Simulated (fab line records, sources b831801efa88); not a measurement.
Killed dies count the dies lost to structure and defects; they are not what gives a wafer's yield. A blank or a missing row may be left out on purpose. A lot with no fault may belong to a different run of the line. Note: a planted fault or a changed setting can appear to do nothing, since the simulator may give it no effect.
A struck lot beside a sound one	flow sky130	34 out of 708 route steps
Sound: wafers L297.2, L297.4, L297.6. Struck: wafer L302.5 (L302.1, L302.6, from the same lot, were not struck and are left out); the cause is given at the end.
Per side, at each step with rows, come the tool, then ch with its chambers, and then its first start. Under that, the readings that differ: sound wafers	struck wafers	difference of the means	sigmas: that difference in standard deviations of wafers without a fault.
alike: a reading whose means differ by less than 2 such deviations, as well as words and numbers matching on both sides. not compared: withheld readings; readings where some wafer has no value; bounds like >300 that might hide an equal value; numbers whose values overlap and for which the record gives no deviation.
A row with sigmas, a row that says differs or no value, or rows on one side alone: a step with any of these is where the two part. Numbers that don't overlap but have no deviation are shown without sigmas and don't part them. Lack of a reading on every wafer of one side parts them only where that side has two or more wafers.

first, 9 steps without rows for these wafers: SKY_METAL2_DEVELOP_14 (develop time 60 s); SKY_METAL2_DESCUM_17 (chemistry O2, time 8 s); SKY_METAL2_ETCH_18 (etches BARC in N2/H2, stops on SiO2, time 45.9 s, target depth 60 nm); SKY_METAL2_METAL_ETCH_19 (etches the open film in Cl2/BCl3, stops on SiO2, target depth 360 nm, time 78 s); SKY_METAL2_STRIP_20 (strips in O2/N2); SKY_METAL2_STRIP_21 (strips in post etch residue remover, time 1200 s); SKY_METAL2_CLEAN_22 (cleans in IPA, time 180 s); SKY_METAL2_CLEAN_23 (cleans in O3/DIW); SKY_VIA2_HDPCVD_00 (deposits SiO2, target thk 1180 nm, time 196.7 s).
SKY_VIA2_CMP_02: polishes SiO2.
  sound on cmp-01 ch 0,2, day 35 01:24; struck on cmp-02 ch 2, day 36 22:08
  alike: motorCurrentA
then, 23 steps without rows for these wafers: SKY_VIA2_DEHYDRATE_04 (time 60 s); SKY_VIA2_HMDS_05 (prime time 60 s); SKY_VIA2_COAT_06 (resist thk 60 nm); SKY_VIA2_COAT_07 (resist thk 450 nm); SKY_VIA2_SOFTBAKE_08 (time 90 s); SKY_VIA2_EXPOSE_09 (exposes mask VIM2, target cd 200 nm); SKY_VIA2_PEB_10; SKY_VIA2_DEVELOP_11 (develop time 60 s); SKY_VIA2_ETCH_14 (etches BARC in N2/H2, stops on SiO2, time 45.9 s, target depth 60 nm); SKY_VIA2_ETCH_15 (etches SiO2 in C4F8/O2/Ar, stops on TiN, target depth 546 nm, time 84 s); SKY_VIA2_STRIP_16 (strips in O2/N2); SKY_VIA2_STRIP_17 (strips in post etch residue remover, time 1200 s); SKY_VIA2_CLEAN_18 (cleans in IPA, time 180 s); SKY_VIA2_CLEAN_19 (cleans in O3/DIW); SKY_VIA2_SPUTTER_20 (material TiN, target thk 20 nm, time 80 s); SKY_VIA2_CVD_21 (deposits W, target thk 420 nm, time 126.4 s); SKY_VIA2_CMP_24 (polishes, stops on SiO2, t overpolish 20 s, target thk 0 nm); SKY_METAL3_SPUTTER_00 (material Ti, target thk 15 nm, time 10 s); SKY_METAL3_SPUTTER_01 (material TiN, target thk 20 nm, time 16.7 s); SKY_METAL3_SPUTTER_02 (material AlCu, target thk 735 nm, time 39.1 s); SKY_METAL3_SPUTTER_03 (material Ti, target thk 5 nm, time 3.3 s); SKY_METAL3_SPUTTER_04 (material TiN, target thk 70 nm, time 58.3 s); SKY_CAPM_CVD_00 (deposits SiO2, target thk 15.5 nm).
-- the record jumps here: 10 days lie between the struck wafers' starts before and after (it left off in module CAPM and takes up again in module PAD_OPEN, whose first step shown is number 708 of the route) --
SKY_PAD_OPEN_PROBE_99:
  sound on prober-02 at day 45 14:17; struck on prober-01 at day 47 01:22
reading	sound	struck	difference	sigmas
hold	- - -	awaitDispo/1.9h/release	no value on the sound wafers	
defectLimitedYield (%)	79.9 83.1 78.3	47.4	-33.0	-18
killed_at_M0_to_M3	62 44 45	221	+171	+22
killedDies	99 83 107	259	+163	+18
killedOnRim	23 17 16	55	+36	+10
sort_bin_3_pad_short (%)	0.8 0.4 1.4	4.3	+3.4	+7
sort_bin_5_function (%)	13.2 10.2 13.6	35.8	+23.5	+16
sort_bin_6_memory (%)	6.1 6.3 6.7	12.6	+6.2	+6
sortNPass	393 409 385	233	-163	-18
sortYieldPct (%)	79.9 83.1 78.3	47.4	-33.0	-18
model.etest.tester.sortNPass	393 409 385	233	-163	
model.etest.tester.sortYieldPct (%)	79.88 83.13 78.25	47.36	-33.06	
model.etest.tester.sort_bin_5_pct (%)	13.21 10.16 13.62	35.77	+23.44	
model.etest.tester.sort_bin_6_pct (%)	6.098 6.301 6.707	12.6	+6.2	
model.etest.tester.sort_bin_3_pct (%)	0.813 0.4065 1.423	4.268	+3.387	
  alike: killed_at_M4_up, killedAtContacts, killedAtFrontEnd, killedAtOther, killedOpen, killedShort

WHERE THEY PART
Only at SKY_PAD_OPEN_PROBE_99, as far as this record shows.

WHY: what the simulator had put in
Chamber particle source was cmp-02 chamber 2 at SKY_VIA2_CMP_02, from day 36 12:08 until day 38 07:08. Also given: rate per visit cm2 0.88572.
